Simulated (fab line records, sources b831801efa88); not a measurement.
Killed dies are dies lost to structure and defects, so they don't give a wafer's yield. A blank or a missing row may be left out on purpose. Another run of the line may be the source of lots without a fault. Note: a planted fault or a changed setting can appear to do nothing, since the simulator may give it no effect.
Which of the tools did it?	flow sfq line	Sampling: 14 lots, 42 wafers, 2 of 325 route steps

## WHAT THE GAUGES SHOWED, per wafer
SFQ_I1_BOW_MEAS_912. Usual: for I1_BOW the level is 2 um and the standard deviation is 7.7.
lot	measured	on	I1_BOW (um)	flag
L609	day 23 07:06	film metro-03	6 2 8	
L610	day 23 18:16	film metro-02	-10 -3 -7	
L611	day 24 14:17	film metro-04	15 -3 20	
L612	day 24 19:28	film metro-04	13 4 6	
L613	day 25 17:53	film metro-03	-9 -12 -2	
L615	day 26 14:53	film metro-03	11 15 13 - - -	
L616	day 26 18:31	film metro-02	10 10 5 - - -	
L622	day 29 12:43	film metro-03	3 9 -6	
L623	day 29 14:52	film metro-04	2 5 -4	
L625	day 31 04:58	film metro-04	8 -1 7	
L626	day 31 23:01	film metro-04	4 11 -6	
L627	day 32 11:01	film metro-03	10 19 7	
L629	day 33 02:02	film metro-03	8 -2 1	
L630	day 33 11:56	film metro-03	-2 -4 9	

## WHICH TOOL RAN EACH LOT (tool, then ch and the chambers of the sampled wafers, then the start)
lot	SFQ_TRILAYER_I1_CMP_CMP_046
L609	cmp-01 ch 2,3, day 23 04:32
L610	cmp-01 ch 0,2,3, day 23 15:16
L611	cmp-02 ch 0,1,3, day 24 12:44
L612	cmp-01 ch 1,2,3, day 24 16:28
L613	cmp-02 ch 0,1,2, day 25 15:23
L615	cmp-02 ch 0,1,3, day 26 13:21
L616	cmp-02 ch 0,1, day 26 15:27
L622	cmp-01 ch 0,1,2, day 29 09:43
L623	cmp-02 ch 2,3, day 29 11:49
L625	cmp-01 ch 0,1, day 31 01:55
L626	cmp-02 ch 0,1,3, day 31 21:01
L627	cmp-02 ch 0,2, day 32 08:31
L629	cmp-02 ch 0,1,2, day 32 23:31
L630	cmp-01 ch 0,1,2, day 33 09:25
- SFQ_TRILAYER_I1_CMP_CMP_046: polishes SiO2.

## AS READ BY THE TOOLS THEMSELVES (means over the sampled wafers that have a number; for cases with no such wafer, the mark the record gives instead)
SFQ_TRILAYER_I1_CMP_CMP_046. Usual: motor current A 9.9 A, standard deviation 0.9; retaining ring pressure frac 1.001, standard deviation 0.005; time to endpoint s 215 s, standard deviation 7.
lot	tool	motor current A (A)	retaining ring pressure frac	time to endpoint s (s)	flag
L609	cmp-01	9.9	1.006	224	
L610	cmp-01	9.4	1.001	217	
L611	cmp-02	10.2	1.000	209	
L612	cmp-01	9.4	1.002	217	
L613	cmp-02	10.2	1.001	204	
L615	cmp-02	10.6	0.999	256	OFF
L616	cmp-02	10.2	1.001	257	OFF
L622	cmp-01	8.8	1.000	217	
L623	cmp-02	10.4	1.000	215	
L625	cmp-01	8.6	1.002	225	
L626	cmp-02	10.7	1.001	216	
L627	cmp-02	10.1	0.998	217	
L629	cmp-02	10.4	0.999	221	
L630	cmp-01	8.6	1.001	217	

## THE ANSWER, worked out from the rows above alone
Rule: a lot counts as off when the mean over its wafers that have a number is more than 3 standard deviations away from the usual mean. A lot without any number at a reading at which 4 lots or more have one is off too. The other lots that the step has rows for count as sound. The gauges are gone through in route order, then the tools' own readings, and for those a lot's mean is taken as printed above. The first step at which some lot is off is used, and at that step the reading that is off furthest; a lot without a number counts as furthest.
Off: L615, L616 (SFQ_TRILAYER_I1_CMP_CMP_046, time to endpoint s).
A tool fits if, at that step or a process step before it, it ran every lot that is off, and no sound lot after the first of them. Of those tried, none fits.

## WHAT WAS PUT IN BY THE SIMULATOR
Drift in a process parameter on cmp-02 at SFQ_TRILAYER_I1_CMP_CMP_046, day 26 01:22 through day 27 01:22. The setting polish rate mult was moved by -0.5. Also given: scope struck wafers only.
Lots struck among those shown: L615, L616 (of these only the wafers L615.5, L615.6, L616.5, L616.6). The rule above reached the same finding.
